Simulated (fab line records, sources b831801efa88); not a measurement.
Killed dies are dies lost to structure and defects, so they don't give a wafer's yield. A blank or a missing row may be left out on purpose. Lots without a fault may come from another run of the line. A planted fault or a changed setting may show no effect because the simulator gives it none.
Chamber matching | flow gf180mcu | GF_STI_CMP_25 on cmp-01: 4 sister chambers
The step polishes, stops on Si3N4, t overpolish 33 s, target thk 524.6 nm. 8 wafers are shown with their chamber, then 7 later ones without.

WAFERS WITH THEIR CHAMBER
wafer  | chamber | motor_current_A (A)
L660.1 | 1       | 10.5
L660.2 | 3       | 10.8
L660.3 | 0       | 12.4
L668.1 | 2       | 12.9
L668.3 | 3       | 10.2
L668.6 | 0       | 12.0
L673.2 | 2       | 12.3
L673.3 | 1       | 10.5

WAFERS WITHOUT THEIR CHAMBER
wafer  | motor_current_A (A)
L673.4 | 12.2
L674.2 | 12.8
L674.4 | 12.4
L674.5 | 10.1
L679.3 | 11.9
L679.4 | 12.1
L679.5 | 12.5

WHICH CHAMBER EACH WENT THROUGH
wafer  | from the rows above     | in truth
L673.4 | can't be placed: 0 or 2 | 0
L674.2 | can't be placed: 2 or 0 | 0
L674.4 | can't be placed: 0 or 2 | 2
L674.5 | can't be placed: 1 or 3 | 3
L679.3 | can't be placed: 0 or 2 | 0
L679.4 | can't be placed: 0 or 2 | 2
L679.5 | can't be placed: 2 or 0 | 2
Placed correctly: 0 of 7. Can't be placed from these rows: 7 (the true chamber is among the candidates in 7). Placed wrongly: 0.
How it was worked out, from the rows above alone: a wafer's distance from a chamber is the root of the sum, over the readings, of the square of ((its reading less the chamber's mean) divided by the reading's scatter). The wafer belongs to the nearest chamber; if the next one is less than 2 further off, it can't be placed. A chamber's mean is the mean of its shown wafers. The scatter: the root of (the sum of the squares of (reading less its chamber's mean) over the shown wafers, divided by (wafers less chambers)).
